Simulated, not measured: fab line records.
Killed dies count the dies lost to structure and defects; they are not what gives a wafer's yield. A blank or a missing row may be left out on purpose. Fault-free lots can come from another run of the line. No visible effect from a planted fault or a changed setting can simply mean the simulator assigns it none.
Problem report, 8D (eight disciplines) form, completed by code -- flow sfqLine -- the parts of the form that need people (team, actions taken, sign-off) are left out

== 1. WHAT IS WRONG ==
Mean of heaterPowerTotalW at SFQ_TRILAYER_I5_LITHO_PEB_147: 80.21 W across 2 wafers in 2 lots; on wafers with no fault it is 79.15 W (standard deviation 0.061). That puts it +17 standard deviations away from the usual mean.
The step: peb time 60 s.
The first sign was on wafer L333.5 at day 56 17:19, on lithoTrack-01. At this step, 42 wafers from 14 lots have a number in the record. Rule for "out" (also "out of limits"): further than 4 standard deviations from the usual mean. Any other wafer with a number is counted as sound.

== 2. WHAT IT IS; WHAT IT IS NOT ==
question,is,is not
which readings at this step,heaterPowerTotalW,-
which lots,"L333, L334","L322, L323, L326, L327, L328, L329, L330, L331, L332, L341, L342, L344"
which wafers of those lots,"L333.5, L334.2","L333.1, L333.3, L334.3, L334.6"
read on which tools,lithoTrack-01,"lithoTrack-02, lithoTrack-04"
when,from day 56 17:19,"up to then (29 sound wafers); but 11 sound wafers of L334, L341, L342, L344 came after"

== 3. SUSPECTS, AND WHAT RULES EACH OUT ==
Counting: any tool at a process step up to the reading remains a suspect provided it ran every lot that is out. Sound lots after the first of them don't rule it out here, since some wafers of a struck lot are sound.
- rieMetal-01 at SFQ_TRILAYER_M2_STRIP_STRIP_061 (strips in O2): kept. It ran every lot that is out, first L333 (day 25 02:44); its last sound lot up to then is L331 (day 24 15:56).
- rieMetal-03 at SFQ_TRILAYER_JJ_CE_BARC_OPEN_RIE_150 (chemistry O2, target BARC, target depth 240 nm, time 80 s): kept. It ran every lot that is out, first L333 (day 47 21:36); its last sound lot up to then is L327 (day 45 19:42).
- lithoTrack-01 at SFQ_TRILAYER_I5_LITHO_PEB_147 (peb time 60 s): kept. It ran every lot that is out, first L333 (day 56 17:19); its last sound lot up to then is L332 (day 56 12:34). Its own heaterPowerTotalW readings are out on those wafers.
The count leaves rieMetal-01 at SFQ_TRILAYER_M2_STRIP_STRIP_061, rieMetal-03 at SFQ_TRILAYER_JJ_CE_BARC_OPEN_RIE_150, and lithoTrack-01 at SFQ_TRILAYER_I5_LITHO_PEB_147.

== 4. THE CAUSE (what the simulator had put in) ==
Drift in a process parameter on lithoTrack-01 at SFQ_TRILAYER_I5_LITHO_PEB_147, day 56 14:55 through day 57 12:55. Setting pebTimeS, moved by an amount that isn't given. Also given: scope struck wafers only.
After counting, 3 suspects remain, this tool included.

== 5. SEQUENCE OF EFFECTS, ordered by route ==
Rows list readings where the struck wafers' mean (over those with a number) sits beyond 3 standard deviations from the usual. Only readings for which the record gives a usual standard deviation are gone through. hours: the time from each lot's start at the first step in this table that gives one to its start at this step, as a median over the lots. sigmas: the change in usual standard deviations.
hours,step,reading,usual,on struck wafers,change,sigmas
0,SFQ_TRILAYER_I5_LITHO_PEB_147,heaterPowerTotalW,79.15 W,80.21,+1.06,+17
It contains these process steps:
- SFQ_TRILAYER_I5_LITHO_PEB_147: peb time 60 s.

== 6. HOW IT WOULD HAVE BEEN CAUGHT EARLIER ==
First out-of-limits reading in this record: day 56 17:19, which is 2 hours after fault onset at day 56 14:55.
